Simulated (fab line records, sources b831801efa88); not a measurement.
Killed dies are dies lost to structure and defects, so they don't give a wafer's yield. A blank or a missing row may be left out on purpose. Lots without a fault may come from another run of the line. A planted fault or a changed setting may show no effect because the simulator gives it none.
A struck lot beside a sound one | flow sfq_line | 21 steps out of a route of 325
Sound: wafers L519.4, L519.5, L519.6. Struck: wafers L526.1, L526.2, L526.3. The cause comes at the end.
At each step with rows: each side's tool, then ch and its chambers, then its first start. Under that, the readings that differ: sound wafers | struck wafers | difference of the means | sigmas: that difference in standard deviations of wafers without a fault.
alike: readings whose means differ by less than 2 such deviations, and words and numbers that are the same on both sides. not compared: withheld readings, readings that some wafer has no value for, bounds like >300 that may hide the same value, and numbers for which the record gives no deviation and whose values overlap.
The two part at a step that has a row with sigmas, a row that says differs or no value, or rows on one side only. Numbers that don't overlap but have no deviation are shown without sigmas and don't part them. A reading that every wafer of one side lacks parts them only if that side has two wafers or more.

first, 2 steps without rows for these wafers: SFQ_TRILAYER_M7_LITHO_PEB_180 (peb time 60 s); SFQ_TRILAYER_M7_LITHO_DEVELOP_179 (time 60 s).
SFQ_M7_OVL_MEAS_945:
  sound on overlay-02, day 80 04:17; struck on overlay-02, day 81 16:07
  alike: M7_OVL
SFQ_TRILAYER_M7_BARC_OPEN_METAL_ETCH_229: etches BARC in O2, target depth 125 nm, time 41.7 s.
  sound on rie_metal-04 ch 0,1, day 80 04:19; struck on rie_metal-04 ch 0,1, day 81 16:09
  alike: chamber_pressure_mTorr, drypump_motor_current_A, oes_product_au
  not compared: rf_hours_counter_h
SFQ_TRILAYER_M7_ETCH_METAL_ETCH_180: etches Nb in Cl2/Ar, stops on SiO2, target depth 240 nm, time 120 s.
  sound on rie_metal-04 ch 0,1, day 80 04:24; struck on rie_metal-04 ch 0,1, day 81 16:13
  alike: chamber_pressure_mTorr, drypump_motor_current_A, oes_product_au
  not compared: rf_hours_counter_h
then, 2 steps without rows for these wafers: SFQ_TRILAYER_M7_STRIP_STRIP_181 (strips in O2); SFQ_TRILAYER_M7_STRIP_SOLV_CLEAN_182 (cleans in NMP, time 600 s).
SFQ_TRILAYER_I7_DEP_PECVD_183: deposits SiO2 from SiH4/N2O, time 111.11 s, target thk 500 nm.
  sound on pecvd-04 ch 0,1,2, day 80 05:18; struck on pecvd-04 ch 0,1,2, day 81 17:08
  alike: heater_power_outer_w, heater_power_w, throttle_valve_pct
then, 1 step without rows for these wafers: SFQ_TRILAYER_I7_CMP_CMP_184 (polishes SiO2).
SFQ_I7_BOW_MEAS_946:
  sound on film_metro-03, day 80 08:24; struck on film_metro-02, day 81 20:13
  alike: I7_BOW
SFQ_TRILAYER_I7_METRO_MEASURE_185:
  sound on film_metro-03, day 80 09:04; struck on film_metro-02, day 81 20:20
  alike: thk_nm
then, 1 step without rows for these wafers: SFQ_TRILAYER_I7_VIA_LITHO_COAT_192 (resist thk 62 nm).
SFQ_TRILAYER_I7_VIA_LITHO_COAT_187: resist thk 650 nm.
  sound on litho_track-01 ch 0, day 80 10:07; struck on litho_track-01 ch 0, day 81 21:50
  reading                                                 | sound                | struck               | difference | sigmas
  spin_speed_rpm (rpm)                                    | 3000.8 3000.2 3001.7 | 2651.0 2650.2 2647.7 | -351.3     | -99 or more
  model.KrF_of_TRILAYER_I7_VIA_LITHO_COAT_187.thk_nm (nm) | 650.7 650 650.6      | 691.2 691.4 692.5    | +41.3      |
  alike: dispense_pressure_kPa
then, 4 steps without rows for these wafers: SFQ_TRILAYER_I7_VIA_LITHO_SOFTBAKE_191; SFQ_TRILAYER_I7_VIA_LITHO_EXPOSE_188 (exposes mask I7, target cd 1000 nm); SFQ_TRILAYER_I7_VIA_LITHO_PEB_190 (peb time 60 s); SFQ_TRILAYER_I7_VIA_LITHO_DEVELOP_189 (time 60 s).
-- the record jumps here: 4 days lie between the struck wafers' starts before and after --
SFQ_I7_OVL_MEAS_947:
  sound on overlay-01, day 80 12:26; struck on overlay-02, day 85 14:44
  alike: I7_OVL
SFQ_TRILAYER_I7_VIA_BARC_OPEN_VIA_ETCH_260: etches BARC in O2, target depth 125 nm, time 41.7 s.
  sound on rie_diel-04 ch 0,1,3, day 80 12:28; struck on rie_diel-04 ch 0,1,2, day 85 14:46
  reading                | sound | struck | difference                   | sigmas
  rf_hours_counter_h (h) | - - - | 19 0 3 | no value on the sound wafers |
  alike: chamber_pressure_mTorr, drypump_motor_current_A, oes_product_au
SFQ_TRILAYER_I7_VIA_ETCH_VIA_ETCH_190: etches SiO2 in CHF3, stops on Nb, target depth 260 nm.
  sound on rie_diel-04 ch 0,1,3, day 80 12:33; struck on rie_diel-04 ch 0,1,2, day 85 14:49
  reading                                                 | sound           | struck          | difference | sigmas
  model.KrF_of_TRILAYER_I7_VIA_LITHO_COAT_187.thk_nm (nm) | 529 527.7 528.6 | 569.3 569 570.3 | +41.1      |
  alike: chamber_pressure_mTorr, drypump_motor_current_A, oes_product_au
then, 1 step without rows for these wafers: SFQ_TRILAYER_I7_VIA_STRIP_STRIP_191 (strips in O2).

WHERE THEY PART
First at SFQ_TRILAYER_I7_VIA_LITHO_COAT_187; last, within this record, at SFQ_TRILAYER_I7_VIA_BARC_OPEN_VIA_ETCH_260. Later steps at which nothing parts them and some readings are alike: SFQ_TRILAYER_I7_VIA_ETCH_VIA_ETCH_190.

WHY: what the simulator had put in
Process parameter drift: litho_track-01, from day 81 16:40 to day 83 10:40, at SFQ_TRILAYER_I7_VIA_LITHO_COAT_187. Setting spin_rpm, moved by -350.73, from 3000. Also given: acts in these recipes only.
